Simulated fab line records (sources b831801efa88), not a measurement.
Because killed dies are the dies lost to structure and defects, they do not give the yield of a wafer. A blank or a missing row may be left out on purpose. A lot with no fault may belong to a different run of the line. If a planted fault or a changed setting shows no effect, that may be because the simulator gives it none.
Lot-split experiment || flow sfq line || on a route of 325 steps: 5 lots, 23 wafers read

## THE SPLIT ITSELF
At SFQ_TRILAYER_I6_VIA_LITHO_PEB_172 (peb time 60 s), the setting peb temp c was moved away from the recipe's 115 C on 10 of the 23 wafers read, by -2.5% to +2.0%. The other wafers ran this setting at the recipe's value.

## SPLIT TO READING: what lies between them in the file, 1 step
- SFQ_TRILAYER_I6_VIA_LITHO_DEVELOP_171: time 60 s

## THE READING
I6.cd nm (the simulator's own value, which no gauge read), in nm, at SFQ_TRILAYER_I6_VIA_BARC_OPEN_VIA_ETCH_235 (etches BARC in O2, target depth 125 nm, time 41.7 s). The file does not state a usual value for it. Here, 13 wafers ran the recipe; their average is 700.1 nm with a standard deviation of 0.78 nm.

{"wafer": "L074.1", "tool, chamber at the split": "litho track-01, 0", "peb temp c as run, C": 115, "against the recipe": "recipe", "I6.cd nm, nm": 700.3, "against lot-mates on the recipe": "-"}
{"wafer": "L074.2", "tool, chamber at the split": "litho track-01, 0", "peb temp c as run, C": 115, "against the recipe": "recipe", "I6.cd nm, nm": 700.5, "against lot-mates on the recipe": "-"}
{"wafer": "L074.6", "tool, chamber at the split": "litho track-01, 0", "peb temp c as run, C": 115, "against the recipe": "recipe", "I6.cd nm, nm": 698.8, "against lot-mates on the recipe": "-"}
{"wafer": "L075.1", "tool, chamber at the split": "litho track-04, 0", "peb temp c as run, C": 113.1, "against the recipe": "-1.7%", "I6.cd nm, nm": 663.3, "against lot-mates on the recipe": -36.2}
{"wafer": "L075.6", "tool, chamber at the split": "litho track-04, 0", "peb temp c as run, C": 113.1, "against the recipe": "-1.7%", "I6.cd nm, nm": 663.3, "against lot-mates on the recipe": -36.2}
{"wafer": "L075.2", "tool, chamber at the split": "litho track-04, 0", "peb temp c as run, C": 115, "against the recipe": "recipe", "I6.cd nm, nm": 698.3, "against lot-mates on the recipe": "-"}
{"wafer": "L075.3", "tool, chamber at the split": "litho track-04, 0", "peb temp c as run, C": 115, "against the recipe": "recipe", "I6.cd nm, nm": 699.5, "against lot-mates on the recipe": "-"}
{"wafer": "L075.5", "tool, chamber at the split": "litho track-04, 0", "peb temp c as run, C": 115, "against the recipe": "recipe", "I6.cd nm, nm": 700.6, "against lot-mates on the recipe": "-"}
{"wafer": "L077.1", "tool, chamber at the split": "litho track-04, 0", "peb temp c as run, C": 117.3, "against the recipe": "+2.0%", "I6.cd nm, nm": 738.2, "against lot-mates on the recipe": "+37.9"}
{"wafer": "L077.2", "tool, chamber at the split": "litho track-04, 0", "peb temp c as run, C": 115, "against the recipe": "recipe", "I6.cd nm, nm": 700.3, "against lot-mates on the recipe": "-"}
{"wafer": "L077.4", "tool, chamber at the split": "litho track-04, 0", "peb temp c as run, C": 115, "against the recipe": "recipe", "I6.cd nm, nm": 700.4, "against lot-mates on the recipe": "-"}
{"wafer": "L077.5", "tool, chamber at the split": "litho track-04, 0", "peb temp c as run, C": 117.3, "against the recipe": "+2.0%", "I6.cd nm, nm": 739, "against lot-mates on the recipe": "+38.7"}
{"wafer": "L077.6", "tool, chamber at the split": "litho track-04, 0", "peb temp c as run, C": 117.3, "against the recipe": "+2.0%", "I6.cd nm, nm": 739.1, "against lot-mates on the recipe": "+38.8"}
{"wafer": "L078.1", "tool, chamber at the split": "litho track-04, 0", "peb temp c as run, C": 112.8, "against the recipe": "-1.9%", "I6.cd nm, nm": 656.7, "against lot-mates on the recipe": -43.7}
{"wafer": "L078.2", "tool, chamber at the split": "litho track-04, 0", "peb temp c as run, C": 112.8, "against the recipe": "-1.9%", "I6.cd nm, nm": 655.7, "against lot-mates on the recipe": -44.7}
{"wafer": "L078.3", "tool, chamber at the split": "litho track-04, 0", "peb temp c as run, C": 112.8, "against the recipe": "-1.9%", "I6.cd nm, nm": 656, "against lot-mates on the recipe": -44.4}
{"wafer": "L078.4", "tool, chamber at the split": "litho track-04, 0", "peb temp c as run, C": 115, "against the recipe": "recipe", "I6.cd nm, nm": 700.5, "against lot-mates on the recipe": "-"}
{"wafer": "L078.5", "tool, chamber at the split": "litho track-04, 0", "peb temp c as run, C": 115, "against the recipe": "recipe", "I6.cd nm, nm": 700.3, "against lot-mates on the recipe": "-"}
{"wafer": "L080.1", "tool, chamber at the split": "litho track-01, 0", "peb temp c as run, C": 115, "against the recipe": "recipe", "I6.cd nm, nm": 700.8, "against lot-mates on the recipe": "-"}
{"wafer": "L080.2", "tool, chamber at the split": "litho track-01, 0", "peb temp c as run, C": 115, "against the recipe": "recipe", "I6.cd nm, nm": 701.3, "against lot-mates on the recipe": "-"}
{"wafer": "L080.4", "tool, chamber at the split": "litho track-01, 0", "peb temp c as run, C": 112.1, "against the recipe": "-2.5%", "I6.cd nm, nm": 641.9, "against lot-mates on the recipe": -58.8}
{"wafer": "L080.5", "tool, chamber at the split": "litho track-01, 0", "peb temp c as run, C": 115, "against the recipe": "recipe", "I6.cd nm, nm": 700.1, "against lot-mates on the recipe": "-"}
{"wafer": "L080.6", "tool, chamber at the split": "litho track-01, 0", "peb temp c as run, C": 112.1, "against the recipe": "-2.5%", "I6.cd nm, nm": 640.9, "against lot-mates on the recipe": -59.8}

THE FIT
A straight line over all 23 wafers: I6.cd nm changes by +21.6 nm for each +1% of peb temp c; r = +1.00; the points scatter about the line by 2 nm.
The same after taking each lot's own level away (the mean of its wafers on the recipe; 23 wafers): +21.7 nm for each +1%; r = +1.00; scatter 2.2 nm.
The reading moves by 55 nm for the largest change in peb temp c, on that fit.
From 699.47 to 700.73 nm: that is the span of the lots' own levels, equal to 1.6 times the standard deviation above.
The two slopes agree, so the slope changes little with the lot-to-lot level.
Check: -55.5 nm against its lot-mates is what the line predicts for one of the wafers moved furthest among these (-2.5%) when that wafer is left out of the fit. It came out at -58.8 nm against them.

## OTHER SPLITS ON THESE WAFERS
Before the reading, these wafers also passed through other splits. Each is held against what the fit with the lots' levels taken away leaves over:
{"other split on the same wafers": "SFQ_TRILAYER_C5_BARC_OPEN_VIA_ETCH_210 time s", "wafers away from the commonest value": 3, "r with I6.cd nm (lot level and that fit taken away)": "+0.32"}
{"other split on the same wafers": "SFQ_TRILAYER_M6_LITHO_EXPOSE_160 dose mj", "wafers away from the commonest value": 5, "r with I6.cd nm (lot level and that fit taken away)": -0.10}
{"other split on the same wafers": "SFQ_TRILAYER_I6_VIA_LITHO_COAT_174 spin rpm", "wafers away from the commonest value": 4, "r with I6.cd nm (lot level and that fit taken away)": -0.16}

## FILE'S OWN FIT
I6.cd nm changes by +22.1 nm for each +1% of peb temp c, r = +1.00.
